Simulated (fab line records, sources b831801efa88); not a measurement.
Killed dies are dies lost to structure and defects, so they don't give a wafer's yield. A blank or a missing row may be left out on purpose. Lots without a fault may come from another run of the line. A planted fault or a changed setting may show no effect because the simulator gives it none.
A struck lot beside a sound one | flow sky130 | 16 steps out of a route of 708
Sound: wafers L996.2, L996.3, L996.4. Struck: wafers L116.1, L116.3, L116.5. The cause comes at the end.
At each step with rows: each side's tool, then ch and its chambers, then its first start. Under that, the readings that differ: sound wafers | struck wafers | difference of the means | sigmas: that difference in standard deviations of wafers without a fault.
alike: readings whose means differ by less than 2 such deviations, and words and numbers that are the same on both sides. not compared: withheld readings, readings that some wafer has no value for, bounds like >300 that may hide the same value, and numbers for which the record gives no deviation and whose values overlap.
The two part at a step that has a row with sigmas, a row that says differs or no value, or rows on one side only. Numbers that don't overlap but have no deviation are shown without sigmas and don't part them. A reading that every wafer of one side lacks parts them only if that side has two wafers or more.

first, 7 steps without rows for these wafers: SKY_GATE_OXIDE_DEHYDRATE_03 (time 60 s); SKY_GATE_OXIDE_HMDS_04 (prime time 60 s); SKY_GATE_OXIDE_COAT_05 (resist thk 1140 nm); SKY_GATE_OXIDE_SOFTBAKE_06 (time 60 s); SKY_GATE_OXIDE_EXPOSE_07 (exposes mask LVOM, target cd 600 nm); SKY_GATE_OXIDE_PEB_08; SKY_GATE_OXIDE_DEVELOP_09 (develop time 60 s).
SKY_GATE_OXIDE_OVL_MEAS_10:
  sound on overlay-02, day 13 12:13; struck on overlay-01, day 21 08:28
  alike: GATE_OXIDE_OVL
then, 2 steps without rows for these wafers: SKY_GATE_OXIDE_IMPLANT_11; SKY_GATE_OXIDE_WET_ETCH_12 (etches SiO2 in dHF, target depth 16.8 nm, time 336 s).
SKY_GATE_OXIDE_STRIP_13: strips in O2/N2.
  sound on plasma_asher-04 ch 0,1, day 13 12:30; struck on plasma_asher-04 ch 0,1, day 21 08:45
  alike: drypump_motor_current_A, oes_product_au, strip_time_to_endpoint_s
  not compared: rf_hours_counter_h
SKY_GATE_OXIDE_TW_MEAS_14:
  sound on film_metro-02, day 13 12:37; struck on film_metro-04, day 21 08:51
  alike: GATE_OXIDE_TW
SKY_GATE_OXIDE_CLEAN_15: cleans in SC1/SC2, time 150 s.
  sound on wet_bench-04 ch 0, day 13 12:40; struck on wet_bench-02 ch 2, day 21 08:55
  no value came back on the struck wafers for bath_guard_temp_C (C), bath_heat_duty_pct (%); on the sound wafers bath_guard_temp_C (C) reads 69.0 69.5 69.8
  reading                                           | sound             | struck            | difference | sigmas
  model.SiO2_of_SONOS_ONO_CVD_04.thk_nm (nm)        | 4.15 4.168 4.15   | 4.736 4.775 4.711 | +0.585     |
  model.SiO2_of_GATE_OXIDE_OXIDATION_01.thk_nm (nm) | 10.09 10.08 10.01 | 10.56 10.5 10.43  | +0.44      |
SKY_GATE_OXIDE_OXIDATION_16: stabilise 600 s, purge 300 s, target thk 3.57 nm.
  sound on furnace-02 ch 0, day 13 14:35; struck on furnace-01 ch 0, day 21 08:58
  reading                                           | sound             | struck            | difference | sigmas
  model.SiO2_of_GATE_OXIDE_OXIDATION_01.thk_nm (nm) | 11.79 11.75 11.73 | 12.21 12.17 12.09 | +0.40      |
  alike: zone_power_bottom_pct, zone_power_upper_pct
then, 1 step without rows for these wafers: SKY_POLY_GATE_CVD_00 (deposits poly-Si, target thk 180 nm, time 720 s).
-- the record jumps here: 29 days lie between the struck wafers' starts before and after (it left off in module POLY_GATE and takes up again in module PAD_OPEN, whose first step shown is number 708 of the route) --
SKY_PAD_OPEN_PROBE_99:
  sound on prober-02, day 45 08:19; struck on prober-02, day 50 09:05
  reading                                     | sound                | struck               | difference | sigmas
  killed_at_other                             | 0 0 0                | 4 1 0                | +2         | +3
  model.etest.sonos_erased.drive_ua_um        | 171.3 229.2 220.3    | 170.2 129.5 143.4    | -59.2      |
  model.etest.sonos_uncharged.r_on_ohm_um     | 790.3 789 790.9      | 835.6 838.8 833.8    | +46.0      |
  model.etest.nfet_g5v0d10v5.drive_ua_um      | 597.5 603.8 596.8    | 581.8 574.4 584.8    | -19.0      |
  model.etest.nfet_05v0_nvt.drive_ua_um       | 566.4 569.3 570.7    | 551.6 560.5 558.1    | -12.1      |
  model.etest.nfet_16v.drive_ua_um            | 220.5 218.9 219.3    | 212.8 212.7 216      | -5.7       |
  model.etest.cap_thin_oxide.gate_log10_a_cm2 | -7.382 -7.094 -7.549 | -5.709 -5.832 -5.702 | +1.594     |
  model.etest.cap_thin_oxide.gate_bv_v (V)    | 7.166 7.11 6.979     | 5.86 5.855 5.826     | -1.24      |
  model.etest.cap_ono.gate_log10_a_cm2        | -7.94 -7.808 -7.789  | -8.567 -8.712 -8.681 | -0.808     |
  alike: killed_at_M0_to_M3, killed_at_M4_up, killed_at_contacts, killed_at_front_end, killed_dies, killed_open, killed_short

WHERE THEY PART
First at SKY_GATE_OXIDE_CLEAN_15; last, within this record, at SKY_PAD_OPEN_PROBE_99.

WHY: what the simulator had put in
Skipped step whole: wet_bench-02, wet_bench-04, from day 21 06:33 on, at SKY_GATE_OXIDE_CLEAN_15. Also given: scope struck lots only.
